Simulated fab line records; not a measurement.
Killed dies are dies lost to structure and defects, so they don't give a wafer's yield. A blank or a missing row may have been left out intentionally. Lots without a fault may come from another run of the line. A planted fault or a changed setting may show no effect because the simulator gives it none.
Which of the tools did it? + flow sky130 + 14 lots, 42 wafers sampled, at 3 steps of a route of 708

## WHAT EACH GAUGE READ, for each wafer
SKY_LDD_N_OVL_MEAS_07.
| lot  | measured     | on         | LDD_N_OVL (nm) |
|------|--------------|------------|----------------|
| L901 | day 17 15:17 | overlay-02 | 0.6 -0.3 2.9   |
| L902 | day 18 04:53 | overlay-01 | 1.9 1.6 0.4    |
| L903 | day 18 11:21 | overlay-02 | -0.1 1.1 0.5   |
| L904 | day 19 01:02 | overlay-01 | -0.8 -2.3 -1.2 |
| L905 | day 19 08:41 | overlay-02 | 3.0 4.5 3.5    |
| L906 | day 19 17:20 | overlay-02 | -0.3 2.2 0.1   |
| L907 | day 20 04:38 | overlay-02 | 2.5 0.6 -0.1   |
| L908 | day 20 13:39 | overlay-02 | 0.4 1.8 0.4    |
| L916 | day 23 10:08 | overlay-02 | 1.4 0.7 0.9    |
| L918 | day 23 22:55 | overlay-02 | 0.3 2.1 -0.2   |
| L919 | day 24 02:31 | overlay-02 | 2.8 1.6 2.7    |
| L920 | day 24 14:46 | overlay-02 | 3.5 2.9 1.0    |
| L921 | day 25 01:44 | overlay-02 | 0.6 0.8 -0.4   |
| L924 | day 26 07:31 | overlay-01 | 0.6 -0.1 0.6   |

SKY_LDD_HVN_OVL_MEAS_07.
| lot  | measured     | on         | LDD_HVN_OVL (nm) |
|------|--------------|------------|------------------|
| L901 | day 20 05:34 | overlay-01 | 0.2 1.6 4.3      |
| L902 | day 20 19:25 | overlay-01 | -0.4 1.9 1.1     |
| L903 | day 21 02:05 | overlay-01 | -1.5 -1.9 -2.4   |
| L904 | day 21 15:52 | overlay-01 | -1.0 -0.1 -0.9   |
| L905 | day 22 00:02 | overlay-01 | 0.7 -1.1 -1.9    |
| L906 | day 22 07:47 | overlay-01 | 2.5 1.6 1.7      |
| L907 | day 22 19:40 | overlay-02 | 0.1 -1.0 -1.3    |
| L908 | day 23 03:56 | overlay-01 | 0.7 0.0 0.0      |
| L916 | day 25 22:02 | overlay-01 | 0.3 1.5 1.5      |
| L918 | day 26 11:37 | overlay-01 | 1.5 0.0 0.1      |
| L919 | day 26 13:28 | overlay-02 | -1.0 0.4 1.5     |
| L920 | day 27 02:28 | overlay-02 | -1.1 -0.3 0.5    |
| L921 | day 27 13:40 | overlay-01 | 0.1 -0.8 1.0     |
| L924 | day 28 19:08 | overlay-02 | 2.5 0.9 -0.2     |

SKY_LDD_HVP_OVL_MEAS_07.
| lot  | measured     | on         | LDD_HVP_OVL (nm) |
|------|--------------|------------|------------------|
| L901 | day 21 12:41 | overlay-01 | -0.1 1.2 -1.6    |
| L902 | day 22 02:32 | overlay-01 | 2.7 2.0 2.4      |
| L903 | day 22 08:44 | overlay-01 | -3.0 -2.8 -1.8   |
| L904 | day 22 22:38 | overlay-02 | 3.4 4.0 4.6      |
| L905 | day 23 05:32 | overlay-02 | 3.7 0.6 3.1      |
| L906 | day 23 14:29 | overlay-02 | -1.7 -0.1 -0.1   |
| L907 | day 24 00:38 | overlay-01 | 1.9 0.8 0.8      |
| L908 | day 24 09:22 | overlay-02 | 1.1 1.3 1.6      |
| L916 | day 27 03:11 | overlay-02 | 1.6 2.3 0.9      |
| L918 | day 27 16:05 | overlay-02 | 2.2 1.5 1.5      |
| L919 | day 27 18:19 | overlay-02 | 0.4 1.7 0.1      |
| L920 | day 28 07:08 | overlay-02 | -0.9 0.3 -0.1    |
| L921 | day 28 18:29 | overlay-01 | -0.4 -0.2 0.3    |
| L924 | day 30 00:08 | overlay-02 | 1.1 0.5 0.0      |

## WHAT TOOL EACH LOT RAN ON (gives the tool, then ch and the chambers of the sampled wafers, and finally the start)
Record: no process step prior to these readings.

## WHAT THE TOOLS THEMSELVES READ (means of the sampled wafers that have a number; where no wafer has one, the mark that the record gives instead)
The record holds no such reading with a usual standard deviation.

## THE ANSWER, worked out from the rows above alone
Rule: usual is defined by the lots themselves. Put in order of their means at a reading, lots are off if they are a third of the lots or fewer, leave a main group of 4 or more, and stand apart from it by a gap of 3 or more times the standard deviation of the main group's means; of several such gaps the widest counts. Not used: any main group whose means are identical at the precision the tables above print for the reading. A lot without any number at a reading at which 4 lots or more have one is off too. All remaining lots with rows at the step are treated as sound. The gauges are gone through in route order, then the tools' own readings, and for those a lot's mean is taken as printed above. The first step at which some lot is off is used, and at that step the reading that is off furthest; a lot without a number counts as furthest.
No lot is off at any reading shown: from this, nothing can be told.

## WHAT THE SIMULATOR HAD PUT IN
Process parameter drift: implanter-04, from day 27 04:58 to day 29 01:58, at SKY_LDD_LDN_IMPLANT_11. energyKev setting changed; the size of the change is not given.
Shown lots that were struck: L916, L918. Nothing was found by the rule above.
